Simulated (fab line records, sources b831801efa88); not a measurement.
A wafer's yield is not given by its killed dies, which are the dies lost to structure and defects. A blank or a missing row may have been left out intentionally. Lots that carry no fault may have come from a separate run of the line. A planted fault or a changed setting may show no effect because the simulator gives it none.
Which tool did it? | flow gf180mcu | 13 lots with 39 wafers sampled at 4 steps, on a route of 602 steps

== WHAT THE GAUGES SHOWED, per wafer ==
GF_LVPWELL_TW_MEAS_11.
lot  | measured    | on            | LVPWELL_TW
L746 | day 4 05:22 | film-metro-03 | 558 558 559
L747 | day 4 09:28 | film-metro-03 | 559 561 560
L749 | day 4 23:28 | film-metro-02 | 556 556 556
L751 | day 5 05:39 | film-metro-03 | 565 566 563
L752 | day 5 12:07 | film-metro-03 | 564 566 568
L753 | day 5 18:31 | film-metro-01 | 565 567 564
L757 | day 7 03:44 | film-metro-01 | 566 572 568
L758 | day 7 10:50 | film-metro-02 | 579 577 577
L760 | day 7 17:53 | film-metro-02 | 574 576 576
L762 | day 8 05:53 | film-metro-01 | 562 562 565
L765 | day 8 14:28 | film-metro-01 | 568 563 563
L767 | day 9 05:10 | film-metro-03 | 565 563 562
L768 | day 9 08:35 | film-metro-02 | 554 556 553

GF_VT_IMPLANT_RS_MEAS_48: the measuring method here is four-point-probe.
lot  | measured     | on            | LVPWELL_RS (ohm/sq)
L746 | day 7 21:32  | film-metro-03 | 1192 1193 1192
L747 | day 8 02:02  | film-metro-03 | 1192 1189 1194
L749 | day 8 19:23  | film-metro-03 | 1190 1191 1195
L751 | day 9 02:19  | film-metro-02 | 1200 1197 1197
L752 | day 9 10:50  | film-metro-02 | 1202 1199 1194
L753 | day 9 19:41  | film-metro-03 | 1198 1198 1195
L757 | day 11 13:29 | film-metro-01 | 1200 1200 1200
L758 | day 11 22:05 | film-metro-02 | 1102 1107 1103
L760 | day 12 04:21 | film-metro-02 | 1109 1108 1105
L762 | day 12 20:52 | film-metro-02 | 1199 1203 1206
L765 | day 13 06:32 | film-metro-03 | 1194 1197 1197
L767 | day 13 22:35 | film-metro-02 | 1202 1196 1200
L768 | day 14 04:02 | film-metro-01 | 1194 1195 1196

GF_V2_OVL_MEAS_15.
lot  | measured     | on         | V2_OVL (nm)
L746 | day 20 14:51 | overlay-02 | 0 1 12
L747 | day 20 23:40 | overlay-02 | -1 -9 -5
L749 | day 21 23:49 | overlay-01 | -3 -2 -11
L751 | day 22 12:16 | overlay-02 | -2 -5 -5
L752 | day 22 22:12 | overlay-01 | 7 11 -3
L753 | day 23 08:07 | overlay-02 | -3 2 3
L757 | day 25 13:40 | overlay-01 | 9 -3 -3
L758 | day 25 22:03 | overlay-01 | 4 -6 -1
L760 | day 26 04:33 | overlay-01 | -2 -5 -5
L762 | day 27 01:01 | overlay-02 | -12 -6 -6
L765 | day 27 06:09 | overlay-01 | 6 0 -4
L767 | day 28 01:28 | overlay-01 | -6 -10 -3
L768 | day 28 03:58 | overlay-02 | -10 -6 0

== WHICH TOOL RAN EACH LOT (tool, then ch and the chambers of the sampled wafers, then the start) ==
lot  | GF_LVPWELL_IMPLANT_08
L746 | implanter-01 ch 0, day 4 04:58
L747 | implanter-01 ch 0, day 4 09:04
L749 | implanter-01 ch 0, day 4 23:04
L751 | implanter-01 ch 0, day 5 05:16
L752 | implanter-03 ch 0, day 5 11:43
L753 | implanter-03 ch 0, day 5 18:07
L757 | implanter-02 ch 0, day 7 03:20
L758 | implanter-01 ch 0, day 7 10:26
L760 | implanter-01 ch 0, day 7 17:30
L762 | implanter-02 ch 0, day 8 05:30
L765 | implanter-03 ch 0, day 8 14:04
L767 | implanter-02 ch 0, day 9 04:47
L768 | implanter-02 ch 0, day 9 08:11
- GF_LVPWELL_IMPLANT_08

== AS READ BY THE TOOLS THEMSELVES (means over the sampled wafers that have a number; for cases with no such wafer, the mark the record gives instead) ==
GF_LVPWELL_IMPLANT_08.
lot  | tool         | beam-on-s (s) | faraday-current-uA
L746 | implanter-01 | 10.06         | 84.1
L747 | implanter-01 | 10.07         | 83.9
L749 | implanter-01 | 10.01         | 84.4
L751 | implanter-01 | 10.11         | 83.6
L752 | implanter-03 | 9.93          | 84.9
L753 | implanter-03 | 9.86          | 85.6
L757 | implanter-02 | 10.00         | 84.3
L758 | implanter-01 | 11.76         | 71.9
L760 | implanter-01 | 11.79         | 71.7
L762 | implanter-02 | 9.77          | 86.6
L765 | implanter-03 | 10.08         | 83.9
L767 | implanter-02 | 10.07         | 83.9
L768 | implanter-02 | 10.23         | 82.6

== THE ANSWER, worked out from the rows above alone ==
Rule: the usual values come from the lots themselves. The widest of any qualifying gaps counts: lots, ordered by their means at a reading, are off when they make up no more than a third of the lots, leave a main group of 4 or more, and stand apart from it by 3 or more times the standard deviation of that group's means. A main group whose means are all the same, to the digits that the tables above print for the reading, isn't used. Also off: a lot with no number at a reading for which 4 or more lots have one. The other lots that the step has rows for count as sound. First the gauges in route order, then the tools' own readings, where a lot's mean is used as printed above. The first step at which some lot is off is used, and at that step the reading that is off furthest; a lot without a number counts as furthest.
Off: L758, L760, at GF_VT_IMPLANT_RS_MEAS_48 (LVPWELL_RS). For the main group the mean is 1197 ohm/sq and the standard deviation 3.4.
If a tool, at a process step before that reading, ran all the lots that are off and no sound lot after the first of them, it fits. The gauges at GF_VT_IMPLANT_RS_MEAS_48 aren't tried: what is off there is off at GF_LVPWELL_IMPLANT_08 too, on other tools, and a gauge's error can't cause that. One fits: GF_LVPWELL_IMPLANT_08 on implanter-01. Its last sound lot is L751 (day 5 05:16), its first lot that is off L758 (day 7 10:26): a fault that began between those two fits.
The tool's own readings at GF_LVPWELL_IMPLANT_08 bear it out: on the lots that are off they differ by more than 5 times the standard deviation of the sound lots' means. beam-on-s reads 11.77 s there against 10.02 s on the sound lots; faraday-current-uA reads 71.8 there against 84.3 on the sound lots.

== WHAT HAD BEEN PUT IN BY THE SIMULATOR ==
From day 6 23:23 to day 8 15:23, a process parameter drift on implanter-01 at GF_LVPWELL_IMPLANT_08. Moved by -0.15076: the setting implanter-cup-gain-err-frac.
Lots struck among those shown: L758, L760. The same result came from the rule above.
